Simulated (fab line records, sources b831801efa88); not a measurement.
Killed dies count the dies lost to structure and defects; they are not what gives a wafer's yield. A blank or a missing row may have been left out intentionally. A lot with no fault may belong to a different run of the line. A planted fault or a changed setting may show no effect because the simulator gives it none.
Comparing a struck lot with a sound one	flow sky130	43 out of 708 route steps
Sound: wafers L513.1, L513.3, L513.5. Struck: wafer L517.3 (left out: L517.2, a lot-mate that was not struck); the cause follows at the end.
Order at every step that has rows: each side's tool, ch and its chambers, its first start. Under that, the readings that differ: sound wafers	struck wafers	difference of the means	sigmas: that difference in standard deviations of wafers without a fault.
alike: words and numbers the same on both sides, and readings whose means are apart by under 2 such deviations; not compared: readings that were withheld, readings missing a value for some wafer, numbers with overlapping values and no deviation given by the record, and bounds like >300 which may hide the same value.
Wherever a step has rows on one side only, a row that says differs or no value, or a row with sigmas, the two part there. When numbers do not overlap yet have no deviation, they are printed without sigmas and do not part them. A reading that every wafer of one side lacks parts them only if that side has two wafers or more.

first, 6 steps without rows for these wafers: SKY_LDD_N_HMDS_01 (prime time 60 s); SKY_LDD_N_COAT_02 (resist thk 300 nm); SKY_LDD_N_SOFTBAKE_03 (time 60 s); SKY_LDD_N_EXPOSE_04 (exposes mask NTM, target cd 840 nm); SKY_LDD_N_PEB_05; SKY_LDD_N_DEVELOP_06 (develop time 60 s).
SKY_LDD_N_OVL_MEAS_07:
  sound on overlay-02 at day 19 00:01; struck on overlay-01 at day 20 13:29
  alike: LDD_N_OVL
then, 5 steps without rows for these wafers: SKY_LDD_N_IMPLANT_08; SKY_LDD_N_IMPLANT_09; SKY_LDD_N_IMPLANT_10; SKY_LDD_N_IMPLANT_11; SKY_LDD_N_IMPLANT_12.
SKY_LDD_N_IMPLANT_13:
  sound on implanter-04 ch 0, day 19 00:49; struck on implanter-04 ch 0, day 20 15:02
  alike: end-station-pressure-torr
then, 2 steps without rows for these wafers: SKY_LDD_N_IMPLANT_14; SKY_LDD_N_IMPLANT_15.
SKY_LDD_N_STRIP_16: strips in O2/N2.
  sound on plasma-asher-04 ch 0,1, day 19 01:16; struck on plasma-asher-03 ch 1, day 20 15:28
reading	sound	struck	difference	sigmas
drypump-motor-current-A (A)	5.7 6.1 5.7	4.9	-0.9	-3
  alike: oes-product-au, strip-time-to-endpoint-s
  not compared: rf-hours-counter-h
SKY_LDD_N_TW_MEAS_17:
  sound on film-metro-01 at day 19 01:22; struck on film-metro-04 at day 20 15:34
  alike: LDD_N_TW
then, 7 steps without rows for these wafers: SKY_LDD_P_DEHYDRATE_00 (time 60 s); SKY_LDD_P_HMDS_01 (prime time 60 s); SKY_LDD_P_COAT_02 (resist thk 1140 nm); SKY_LDD_P_SOFTBAKE_03 (time 60 s); SKY_LDD_P_EXPOSE_04 (exposes mask PSDM, target cd 380 nm); SKY_LDD_P_PEB_05; SKY_LDD_P_DEVELOP_06 (develop time 60 s).
SKY_LDD_P_CD_MEAS_07: the cd target is 380 nm.
  sound on cd-sem-01 at day 20 07:40; struck on cd-sem-02 at day 21 22:34
  alike: cd-nm
SKY_LDD_P_OVL_MEAS_08:
  sound on overlay-01 at day 20 07:47; struck on overlay-01 at day 21 22:40
reading	sound	struck	difference	sigmas
LDD_P_OVL (nm)	-3.2 -1.3 -2.8	0.4	+2.8	+2
after that, 1 step had no rows for these wafers: SKY_LDD_P_IMPLANT_09.
SKY_LDD_P_STRIP_10: strips in O2/N2.
  sound on plasma-asher-02 ch 1, day 20 07:59; struck on plasma-asher-02 ch 0, day 21 22:50
  alike: drypump-motor-current-A, oes-product-au, strip-time-to-endpoint-s
  not compared: rf-hours-counter-h
SKY_LDD_P_TW_MEAS_11:
  sound on film-metro-04 at day 20 08:05; struck on film-metro-02 at day 21 22:57
  alike: LDD_P_TW
then, 7 steps without rows for these wafers: SKY_LDD_HVN_DEHYDRATE_00 (time 60 s); SKY_LDD_HVN_HMDS_01 (prime time 60 s); SKY_LDD_HVN_COAT_02 (resist thk 300 nm); SKY_LDD_HVN_SOFTBAKE_03 (time 60 s); SKY_LDD_HVN_EXPOSE_04 (exposes mask HVNTM, target cd 700 nm); SKY_LDD_HVN_PEB_05; SKY_LDD_HVN_DEVELOP_06 (develop time 60 s).
SKY_LDD_HVN_OVL_MEAS_07:
  sound on overlay-01 at day 21 14:51; struck on overlay-01 at day 23 05:32
  alike: LDD_HVN_OVL
after that, 1 step had no rows for these wafers: SKY_LDD_HVN_IMPLANT_08.
SKY_LDD_HVN_STRIP_09: strips in O2/N2.
  sound on plasma-asher-02 ch 0,1, day 21 15:02; struck on plasma-asher-01 ch 1, day 23 05:43
  alike: drypump-motor-current-A, oes-product-au, strip-time-to-endpoint-s
  not compared: rf-hours-counter-h
SKY_LDD_HVN_TW_MEAS_10:
  sound on film-metro-03 at day 21 15:08; struck on film-metro-01 at day 23 05:50
reading	sound	struck	difference	sigmas
LDD_HVN_TW	1437 1433 1441	1407	-30	-3
then, 2 steps without rows for these wafers: SKY_LDD_HVP_DEHYDRATE_00 (time 60 s); SKY_LDD_HVP_HMDS_01 (prime time 60 s).
-- record jumps: 24 days separate the struck wafers' starts on either side; left off in module LDD_HVP, taken up again in module PAD_OPEN, whose first shown step is the route's number 708 --
SKY_PAD_OPEN_PROBE_99:
  sound on prober-02 at day 46 14:52; struck on prober-02 at day 47 17:31
reading	sound	struck	difference	sigmas
killed_at_M4_up	1 3 2	7	+5	+3
killed-dies	79 97 67	100	+19	+2
model.etest.nfet_01v8.drive-ua-um-range	9.033 11.44 4.661	14.63	+6.25	
  alike: killed_at_M0_to_M3, killed-at-contacts, killed-at-front-end, killed-at-other, killed-open, killed-short

== WHERE THEY PART ==
Last at SKY_PAD_OPEN_PROBE_99 as far as this record goes, first at SKY_LDD_N_STRIP_16.

WHY: the cause the simulator had injected
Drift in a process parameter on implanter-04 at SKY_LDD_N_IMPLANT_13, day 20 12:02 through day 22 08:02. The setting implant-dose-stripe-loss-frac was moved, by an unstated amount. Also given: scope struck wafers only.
